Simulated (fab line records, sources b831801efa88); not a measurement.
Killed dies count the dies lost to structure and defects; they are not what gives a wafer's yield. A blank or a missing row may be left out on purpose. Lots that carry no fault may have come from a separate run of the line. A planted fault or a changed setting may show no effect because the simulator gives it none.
Split-lot experiment    flow sky130    on a route of 708 steps: 5 lots, 23 wafers read

## ABOUT THE SPLIT
At SKY_PAD_OPEN_COAT_02 (resist thk 3000 nm), the setting resist_thk_nm was moved away from the recipe's 3000 nm on 8 of the 23 wafers read, by -5.2% to +3.3%. This setting was run at the recipe's value on the other wafers.

The reading comes from the split's own step.

## THE READING
coat_of_PAD_OPEN_COAT_02.thk_nm (the simulator's own value, which no gauge read), in nm, at SKY_PAD_OPEN_COAT_02 (resist thk 3000 nm). There is no usual value for it anywhere in the file. Across the 15 wafers here that went through the recipe, the average is 2999 nm and the standard deviation 5.1 nm.

wafer   tool, chamber at the split  resist_thk_nm as run, nm  against the recipe  coat_of_PAD_OPEN_COAT_02.thk_nm, nm  against lot-mates on the recipe
L074.1  litho_track-02, 0           3000                      recipe              2995                                 -
L074.4  litho_track-02, 0           3000                      recipe              2995                                 -
L074.5  litho_track-02, 0           3000                      recipe              2991                                 -
L078.1  litho_track-04, 0           3000                      recipe              2992                                 -
L078.2  litho_track-04, 0           3099                      +3.3%               3087                                 +90
L078.3  litho_track-04, 0           3099                      +3.3%               3085                                 +88
L078.4  litho_track-04, 0           3000                      recipe              3002                                 -
L078.5  litho_track-04, 0           3099                      +3.3%               3090                                 +93
L075.1  litho_track-02, 0           2900                      -3.3%               2893                                 -101
L075.2  litho_track-02, 0           2900                      -3.3%               2895                                 -99
L075.3  litho_track-02, 0           3000                      recipe              2994                                 -
L075.4  litho_track-02, 0           3000                      recipe              2994                                 -
L075.5  litho_track-02, 0           3000                      recipe              2995                                 -
L080.1  litho_track-03, 0           3000                      recipe              3004                                 -
L080.2  litho_track-03, 0           3000                      recipe              2999                                 -
L080.3  litho_track-03, 0           3000                      recipe              3005                                 -
L080.5  litho_track-03, 0           3000                      recipe              3000                                 -
L080.6  litho_track-03, 0           3000                      recipe              3001                                 -
L084.1  litho_track-03, 0           2845                      -5.2%               2844                                 -162
L084.3  litho_track-03, 0           2845                      -5.2%               2847                                 -159
L084.4  litho_track-03, 0           3000                      recipe              3004                                 -
L084.5  litho_track-03, 0           2845                      -5.2%               2858                                 -148
L084.6  litho_track-03, 0           3000                      recipe              3008                                 -

THE FIT
A straight line over all 23 wafers: coat_of_PAD_OPEN_COAT_02.thk_nm changes by +28.6 nm for each +1% of resist_thk_nm; r = +1.00; the points scatter about the line by 5.8 nm.
The same after taking each lot's own level away (the mean of its wafers on the recipe; 23 wafers): +29.4 nm for each +1%; r = +1.00; scatter 4.1 nm.
On that fit, the largest move of resist_thk_nm shifts the reading by 1.5e+02 nm.
Measured against the standard deviation above, the lots' own levels, which go from 2993.7 to 3006.0 nm, span 2.4 times it.
The two slopes agree, so the slope changes little with the lot-to-lot level.
Check: for one of the wafers moved furthest among these (-5.2%), held out of the fit, the line's prediction against its lot-mates is -151 nm. Against them it came out at -162 nm.

## OTHER SPLITS APPLIED TO THESE WAFERS
These wafers also went through other splits before the reading. Each is held against what the fit with the lots' levels taken away leaves over:
other split on the same wafers           wafers away from the commonest value  r with coat_of_PAD_OPEN_COAT_02.thk_nm (lot level and that fit taken away)
SKY_METAL4_COAT_08 spin_rpm              7                                     -0.07
SKY_METAL4_SOFTBAKE_09 temp_c            7                                     +0.21
SKY_VIA4_SPUTTER_17 chamber_pressure_pa  18                                    -0.10
SKY_VIA4_CVD_18 temp_c                   7                                     -0.08
SKY_METAL5_SPUTTER_00 time_s             8                                     +0.18
SKY_METAL5_SPUTTER_04 power_w            4                                     -0.18

## FILE'S OWN FIT
coat_of_PAD_OPEN_COAT_02.thk_nm changes by +29.6 nm for each +1% of resist_thk_nm, r = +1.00.
